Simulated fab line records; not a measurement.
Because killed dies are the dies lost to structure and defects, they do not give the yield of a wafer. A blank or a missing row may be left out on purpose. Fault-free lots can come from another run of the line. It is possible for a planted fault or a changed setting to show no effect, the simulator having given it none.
Which tool is to blame? | flow sky130 | Sampling: 9 lots, 27 wafers, 6 of 708 route steps

## WHAT THE GAUGES SHOWED, per wafer
SKY_POLY_CUT_OVL_MEAS_09. Usual: POLY_CUT_OVL 0 nm, standard deviation 5.4.
lot  | measured     | on         | POLY_CUT_OVL (nm) | flag
L793 | day 24 05:57 | overlay-02 | -5 -4 -3          |
L795 | day 24 19:28 | overlay-01 | -7 -3 -6          |
L798 | day 26 07:50 | overlay-02 | -3 -6 -3          |
L799 | day 27 08:55 | overlay-01 | 1 -5 -5           |
L801 | day 27 14:53 | overlay-01 | 8 7 1             |
L805 | day 28 16:53 | overlay-01 | 0 -2 4            |
L814 | day 31 09:18 | overlay-02 | 0 -3 -1           |
L815 | day 31 19:35 | overlay-02 | -13 -6 -6         |
L816 | day 31 23:50 | overlay-02 | 8 5 0             |

SKY_CAP2M_RS_MEAS_03: measurement is done with a four-point probe. Usual: CAP2M_TIN_RS 6.93 ohm/sq, standard deviation 0.057.
lot  | measured     | on            | CAP2M_TIN_RS (ohm/sq) | flag
L793 | day 39 18:56 | film metro-01 | 6.84 6.89 6.87        |
L795 | day 40 07:04 | film metro-02 | 6.91 6.90 6.92        |
L798 | day 41 11:52 | film metro-02 | 6.89 6.99 6.97        |
L799 | day 42 09:22 | film metro-02 | 6.93 6.89 6.95        |
L801 | day 42 15:03 | film metro-01 | 6.85 6.91 6.92        |
L805 | day 43 14:02 | film metro-01 | 6.87 6.97 5.07        | OFF
L814 | day 45 17:43 | film metro-01 | 6.89 6.94 6.94        |
L815 | day 45 23:32 | film metro-02 | 6.82 6.87 6.83        |
L816 | day 46 03:13 | film metro-01 | 7.02 6.94 6.94        |

SKY_CAP2M_THK_MEAS_04: measures by xrf. Usual: CAP2M_TIN_THK 198.5 nm, standard deviation 1.7.
lot  | measured     | on            | CAP2M_TIN_THK (nm) | flag
L793 | day 39 19:02 | film metro-01 | 201.7 201.2 200.5  |
L795 | day 40 07:11 | film metro-02 | 199.1 198.7 198.2  |
L798 | day 41 11:58 | film metro-02 | 200.6 196.3 197.2  |
L799 | day 42 09:29 | film metro-02 | 196.8 198.5 196.6  |
L801 | day 42 15:10 | film metro-01 | 200.2 198.8 198.6  |
L805 | day 43 14:09 | film metro-01 | 200.7 197.9 269.4  | OFF
L814 | day 45 17:49 | film metro-01 | 199.4 198.4 197.7  |
L815 | day 45 23:40 | film metro-02 | 201.7 200.7 200.5  |
L816 | day 46 03:20 | film metro-01 | 194.1 197.2 196.1  |

## EACH LOT AND THE TOOL THAT RAN IT (in order: tool; ch and the chambers of the sampled wafers; start)
lot  | SKY_LOCAL_INTERCONNECT_STRIP_15      | SKY_CONTACT_ETCH_17                | SKY_CAP2M_SPUTTER_02
L793 | plasma asher-01 ch 0,1, day 30 11:04 | rie diel-01 ch 0,2,3, day 31 16:10 | pvd sputter-03, day 39 18:49
L795 | plasma asher-01 ch 0, day 31 00:09   | rie diel-04 ch 1,2,3, day 32 05:10 | pvd sputter-04, day 40 06:57
L798 | plasma asher-02 ch 0,1, day 32 08:48 | rie diel-02 ch 0,3, day 33 12:53   | pvd sputter-02, day 41 11:44
L799 | plasma asher-04 ch 0,1, day 33 08:43 | rie diel-04 ch 0,1, day 34 12:31   | pvd sputter-03, day 42 09:15
L801 | plasma asher-04 ch 0,1, day 33 13:35 | rie diel-02 ch 1,2,3, day 34 17:11 | pvd sputter-03, day 42 14:55
L805 | plasma asher-01 ch 0,1, day 34 15:25 | rie diel-01 ch 0,2,3, day 35 19:22 | pvd sputter-02, day 43 13:55
L814 | plasma asher-01 ch 0,1, day 37 03:34 | rie diel-01 ch 2,3, day 38 07:25   | pvd sputter-04, day 45 17:33
L815 | plasma asher-02 ch 0,1, day 37 11:55 | rie diel-02 ch 0,1,3, day 38 14:52 | pvd sputter-03, day 45 23:26
L816 | plasma asher-04 ch 0,1, day 37 16:45 | rie diel-04 ch 0,2,3, day 38 19:34 | pvd sputter-02, day 46 03:07
- SKY_LOCAL_INTERCONNECT_STRIP_15: strips in O2/N2.
- SKY_CONTACT_ETCH_17: etches SiO2 in C4F8/O2/Ar, stops on Si3N4, target depth 340 nm.
- SKY_CAP2M_SPUTTER_02: material TiN, target thk 200 nm, time 166.7 s.

## WHAT THE TOOLS THEMSELVES READ (means of the sampled wafers that have a number; where no wafer has one, the mark that the record gives instead)
SKY_LOCAL_INTERCONNECT_STRIP_15. Usual: drypump motor current A 5.5 A, standard deviation 0.34; n2 flow sccm 300.0 sccm, standard deviation 0.88; oes product au 0.427 a.u., standard deviation 0.0046; strip time to endpoint s 4.720 s, standard deviation 0.022.
lot  | tool            | drypump motor current A (A) | n2 flow sccm (sccm) | oes product au (a.u.) | strip time to endpoint s (s) | flag
L793 | plasma asher-01 | 5.6                         | 300.1               | 0.420                 | 4.720                        |
L795 | plasma asher-01 | 5.6                         | 299.7               | 0.426                 | 4.729                        |
L798 | plasma asher-02 | 5.5                         | 300.8               | 0.430                 | 4.747                        |
L799 | plasma asher-04 | 5.7                         | 299.7               | 0.425                 | 4.734                        |
L801 | plasma asher-04 | 5.5                         | 299.7               | 0.428                 | 4.723                        |
L805 | plasma asher-01 | 5.5                         | 299.4               | 0.425                 | 4.724                        |
L814 | plasma asher-01 | 5.5                         | 299.4               | 0.430                 | 4.708                        |
L815 | plasma asher-02 | 5.4                         | 299.3               | 0.432                 | 4.710                        |
L816 | plasma asher-04 | 5.7                         | 299.2               | 0.426                 | 4.745                        |

SKY_CONTACT_ETCH_17. Usual: oes product au 0.891 a.u., standard deviation 0.0045; rf fwd power W 1488 W, standard deviation 4.9.
lot  | tool        | oes product au (a.u.) | rf fwd power W (W) | flag
L793 | rie diel-01 | 0.892                 | 1488               |
L795 | rie diel-04 | 0.889                 | 1484               |
L798 | rie diel-02 | 0.890                 | 1482               |
L799 | rie diel-04 | 0.889                 | 1493               |
L801 | rie diel-02 | 0.894                 | 1489               |
L805 | rie diel-01 | 0.889                 | 1490               |
L814 | rie diel-01 | 0.896                 | 1491               |
L815 | rie diel-02 | 0.892                 | 1490               |
L816 | rie diel-04 | 0.892                 | 1488               |

SKY_CAP2M_SPUTTER_02. Usual: 30.2 % for throttle valve pct, sd 0.95.
lot  | tool           | throttle valve pct (%) | flag
L793 | pvd sputter-03 | 31.5                   |
L795 | pvd sputter-04 | 30.0                   |
L798 | pvd sputter-02 | 29.7                   |
L799 | pvd sputter-03 | 31.4                   |
L801 | pvd sputter-03 | 30.2                   |
L805 | pvd sputter-02 | 29.5                   |
L814 | pvd sputter-04 | 29.6                   |
L815 | pvd sputter-03 | 30.7                   |
L816 | pvd sputter-02 | 29.5                   |

## THE ANSWER, worked out from the rows above alone
Rule: take the mean of a lot's wafers that have a number; if it is more than 3 standard deviations from the usual mean, the lot is off. Also off: a lot with no number at a reading for which 4 or more lots have one. All remaining lots with rows at the step are treated as sound. First the gauges in route order, then the tools' own readings, where a lot's mean is used as printed above. At the first step where some lot is off, the reading lying furthest off is the one used; lots without a number count as furthest.
Off: L805, seen at SKY_CAP2M_RS_MEAS_03 (CAP2M_TIN_RS).
A tool fits if, at a process step before that reading, it ran every lot that is off, and no sound lot after the first of them. Gauges at SKY_CAP2M_RS_MEAS_03: tried the same way as those tools. None of those tried fits.

## WHAT THE SIMULATOR PUT IN
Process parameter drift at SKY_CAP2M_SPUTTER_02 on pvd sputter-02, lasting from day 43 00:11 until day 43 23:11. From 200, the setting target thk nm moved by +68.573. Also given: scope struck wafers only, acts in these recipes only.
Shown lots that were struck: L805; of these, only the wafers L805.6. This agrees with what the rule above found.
